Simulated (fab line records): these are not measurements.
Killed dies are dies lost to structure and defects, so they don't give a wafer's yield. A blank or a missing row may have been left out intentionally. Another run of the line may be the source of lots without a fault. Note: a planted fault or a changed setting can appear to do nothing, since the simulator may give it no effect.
Code-filled problem report in 8D (eight disciplines) form	flow gf180mcu	the parts of the form that need people (team, actions taken, sign-off) are left out

1. THE PROBLEM
Across 6 wafers from 2 lots, HV_LDD_4_TW at GF_HV_LDD_TW_MEAS_50 averages 525, while fault-free wafers read 573 with a standard deviation of 7. That puts it -6.8 standard deviations away from the usual mean.
First seen on wafer L521.3, day 15 19:01, on film metro-01. The record has a number at this step for 36 wafers belonging to 12 lots. Rule for "out" (also "out of limits"): further than 4 standard deviations from the usual mean. All remaining wafers that have a number are taken as sound.

2. WHAT IT IS, AND WHAT IT ISN'T
question	is	is not
which readings at this step	HV_LDD_4_TW	-
which lots	L521, L522	L511, L512, L523, L524, L525, L526, L530, L531, L532, L534
which wafers of those lots	all that have a number	-
read on which gauges	film metro-01	film metro-02, film metro-03
when	from day 15 19:01	up to then (6 sound wafers); but 24 sound wafers of L523, L524, L525, L526, L530, L531, L532, L534 came after

3. THE SUSPECTS, EACH WITH WHAT RULES IT OUT
Counting: a tool at any process step up to the reading remains a suspect when it ran all the lots that are out and ran no sound lot after the first of those.
- the gauge at GF_HV_LDD_TW_MEAS_50 is ruled out. All the wafers that are out were read on film metro-01, but those of them that GF_HV_LDD_IMPLANT_48 has rows for are out there too, on other tools.
- rie diel-03 at GF_STI_ETCH_13 (etches the open film in CHF3/O2, stops on Si, target depth 282.31 nm, time 112.9 s): ruled out as a lasting fault. Following L521 (day 4 04:48), the first lot on it that is out, the sound lots L532 were run on it.
- implanter-03 at GF_HV_LDD_IMPLANT_48: kept. It ran every lot that is out, first L521 (day 15 18:47), and no sound lot after that. Its own dose ions cm2, faraday current uA readings are out on those wafers.
The count leaves implanter-03 at GF_HV_LDD_IMPLANT_48.

4. THE CAUSE (what the simulator had put in)
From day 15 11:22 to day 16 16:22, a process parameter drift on implanter-03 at GF_HV_LDD_IMPLANT_48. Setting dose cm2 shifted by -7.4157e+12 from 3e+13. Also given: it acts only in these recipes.
The count eliminated every tool but this one.

5. SEQUENCE OF EFFECTS, ordered by route
Each row: a reading where the mean over the struck wafers with a number is more than 3 standard deviations away from the usual. Scope: only readings with a usual standard deviation given in the record; hours: median across lots of the time from each lot's start at the first step in this table that gives one to its start at this step; sigmas: change in usual standard deviations.
hours	step	reading	usual	on struck wafers	change	sigmas
0	GF_HV_LDD_IMPLANT_48	dose ions cm2	3.001e+13	2.261e+13	-7.400e+12	-99 or more
0	GF_HV_LDD_IMPLANT_48	faraday current uA	169	126	-43	-14
0	GF_HV_LDD_TW_MEAS_50	HV_LDD_4_TW	573	525	-48	-6.8
Here are the process steps it includes:
- GF_HV_LDD_IMPLANT_48
At these later measuring or inspecting steps, every struck wafer for which the step has a row has a number for every such reading, and none has moved that far: GF_NSD_TW_MEAS_12, GF_CONTACT_RS_MEAS_25.

6. WHAT WOULD HAVE CAUGHT IT SOONER
The first out-of-limits reading at a measuring or inspecting step in this record came at day 15 19:01, 8 hours after the fault's start at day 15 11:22.
The tool's own readings at GF_HV_LDD_IMPLANT_48 were out on every struck wafer that the step has a row for (dose ions cm2, faraday current uA): an alarm limit on them would have fired on the first of those.
L522, from the lots that are out (2), started GF_HV_LDD_IMPLANT_48 on implanter-03 later than day 15 19:01. Had the tool been put on hold then, it would have been spared.
